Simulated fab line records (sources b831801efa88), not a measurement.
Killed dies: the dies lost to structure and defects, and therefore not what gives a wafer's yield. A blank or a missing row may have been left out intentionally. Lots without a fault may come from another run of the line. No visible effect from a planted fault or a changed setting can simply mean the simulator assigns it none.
Check for tools in common -- flow gf180mcu -- Sample size 12 lots and 36 wafers

== WHY IT WAS OPENED ==
Flagged at GF_M3_CD_MEAS_14: reading cd-nm, on 1 of 12 lots. Wafers without a fault read 280.0 nm, standard deviation 1.3.
Rule: a lot gets a flag if all its wafers with a number sit over 4 standard deviations from that mean, or if no wafer of it has a number. The other lots count as sound.

lot,measured,on,"cd-nm (nm), wafer by wafer",flag
L935,day 21 13:46,cd-sem-01,280.1 280.3 279.8,
L936,day 22 04:16,cd-sem-02,280.7 280.0 279.6,
L937,day 22 11:21,cd-sem-01,280.9 282.6 281.7,
L939,day 23 09:24,cd-sem-01,279.2 279.5 281.0,
L941,day 24 08:31,cd-sem-02,280.0 278.6 278.6,
L944,day 25 06:19,cd-sem-01,281.0 279.9 279.6,
L945,day 25 14:52,cd-sem-02,280.7 280.0 278.7,
L948,day 26 08:52,cd-sem-02,200.2 230.2 256.7,FLAGGED
L952,day 27 14:10,cd-sem-01,280.2 280.0 280.3,
L954,day 28 08:22,cd-sem-02,277.6 278.2 277.6,
L956,day 28 11:16,cd-sem-01,278.7 279.6 279.1,
L958,day 29 06:53,cd-sem-02,279.9 279.6 279.5,
The mean of the flagged lots' numbers is 229.0 nm, -51.0 nm from the usual (-39 standard deviations).

== EACH LOT AND THE TOOL IT RAN ON ==
The record holds 3 process steps before the reading, out of a route of 602 steps. Cell contents, in order: the tool; ch with the chambers the sampled wafers went through; the start.
lot,flag,GF_V2_ETCH_17,GF_V2_STRIP_18,GF_M3_EXPOSE_11
L935,,"rie-diel-03 ch 1,3, day 20 12:12 or earlier","plasma-asher-02 ch 0,1, day 20 12:12","krf-scanner-02 ch 0, day 21 01:45"
L936,,"rie-diel-01 ch 1,2,3, day 21 02:18 or earlier","plasma-asher-03 ch 0,1, day 21 02:18","krf-scanner-02 ch 0, day 21 16:13"
L937,,"rie-diel-01 ch 0,3, day 21 10:03 or earlier","plasma-asher-02 ch 0, day 21 10:03","krf-scanner-01 ch 0, day 21 23:38"
L939,,"rie-diel-03 ch 0,1,2, day 22 08:42 or earlier","plasma-asher-01 ch 0,1, day 22 08:42","krf-scanner-02 ch 0, day 22 22:05"
L941,,"rie-diel-04 ch 0,1,2, day 23 08:24 or earlier","plasma-asher-01 ch 0,1, day 23 08:24","krf-scanner-01 ch 0, day 23 21:38"
L944,,"rie-diel-04 ch 0,2, day 24 06:07 or earlier","plasma-asher-03 ch 1, day 24 06:07","krf-scanner-02 ch 0, day 24 19:33"
L945,,"rie-diel-03 ch 0,1,2, day 24 15:21 or earlier","plasma-asher-02 ch 0,1, day 24 15:21","krf-scanner-02 ch 0, day 25 04:22"
L948,FLAGGED,"rie-diel-03 ch 0,1,2, day 25 09:56 or earlier","plasma-asher-02 ch 0,1, day 25 09:56","krf-scanner-01 ch 0, day 25 22:16"
L952,,"rie-diel-03 ch 0,1, day 26 16:26 or earlier","plasma-asher-01 ch 0,1, day 26 16:26","krf-scanner-02 ch 0, day 27 04:31"
L954,,"rie-diel-01 ch 1,2, day 27 10:27 or earlier","plasma-asher-01 ch 0,1, day 27 10:27","krf-scanner-02 ch 0, day 27 22:43"
L956,,"rie-diel-03 ch 0,1,2, day 27 14:03 or earlier","plasma-asher-01 ch 0,1, day 27 14:03","krf-scanner-02 ch 0, day 28 01:46"
L958,,"rie-diel-01 ch 1,2, day 28 09:27 or earlier","plasma-asher-02 ch 0,1, day 28 09:27","krf-scanner-02 ch 0, day 28 21:49"
What these steps do:
- GF_V2_ETCH_17: etches SiO2 in C4F8/O2/Ar, stops on TiN, target depth 630 nm.
- GF_V2_STRIP_18: strips in O2/N2.
- GF_M3_EXPOSE_11: exposes mask Metal3, target cd 280 nm.
- GF_M3_CD_MEAS_14: target cd 280 nm.

== FLAGGED OVER TOTAL, TOOL BY TOOL (the gauges that took the reading come last) ==
step,tool,lots run,flagged,share of the flagged lots,sound lots run after its first flagged lot
GF_V2_ETCH_17,rie-diel-01,4,0,none,-
GF_V2_ETCH_17,rie-diel-03,6,1,all,"2 (L952,L956)"
GF_V2_ETCH_17,rie-diel-04,2,0,none,-
GF_V2_STRIP_18,plasma-asher-01,5,0,none,-
GF_V2_STRIP_18,plasma-asher-02,5,1,all,1 (L958)
GF_V2_STRIP_18,plasma-asher-03,2,0,none,-
GF_M3_EXPOSE_11,krf-scanner-01,3,1,all,0
GF_M3_EXPOSE_11,krf-scanner-02,9,0,none,-
GF_M3_CD_MEAS_14,cd-sem-01,6,0,none,-
GF_M3_CD_MEAS_14,cd-sem-02,6,1,all,"2 (L954,L958)"
GF_V2_ETCH_17: start missing for some lots; hours and lot order therefore follow GF_V2_STRIP_18.

== WHAT THE TABLE PERMITS ==
4 rows of the table ran every flagged lot: rie-diel-03 at GF_V2_ETCH_17, plasma-asher-02 at GF_V2_STRIP_18, krf-scanner-01 at GF_M3_EXPOSE_11, cd-sem-02 at GF_M3_CD_MEAS_14.
- rie-diel-03 at GF_V2_ETCH_17 ran 6 lots, 1 of them flagged. Lots that were sound ran on it after the first flagged one (L952, L956); a persistent fault on the entire tool would not allow that.
- plasma-asher-02 at GF_V2_STRIP_18 ran 5 lots, 1 of them flagged. Lots that were sound ran on it after the first flagged one (L958); a persistent fault on the entire tool would not allow that.
- krf-scanner-01 at GF_M3_EXPOSE_11 ran 3 lots, 1 of them flagged. It ran its last sound lot, L941, at day 23 21:38 and its first flagged lot, L948, at day 25 22:16: a fault with its onset between the two fits. Its own readings (exposure-dose-mJ-cm2) fall more than 4 standard deviations out on all wafers of the flagged lots.
- cd-sem-02 at GF_M3_CD_MEAS_14 ran 6 lots, 1 of them flagged. Lots that were sound ran on it after the first flagged one (L954, L958); a persistent fault on the entire tool would not allow that.
One tool is left: krf-scanner-01 at GF_M3_EXPOSE_11.

== WHAT THE SIMULATOR HAD INSERTED ==
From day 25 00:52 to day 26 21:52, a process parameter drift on krf-scanner-01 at GF_M3_EXPOSE_11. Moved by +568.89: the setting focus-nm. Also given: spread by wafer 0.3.
Struck lots among those shown: L948. Same finding as the rule above.
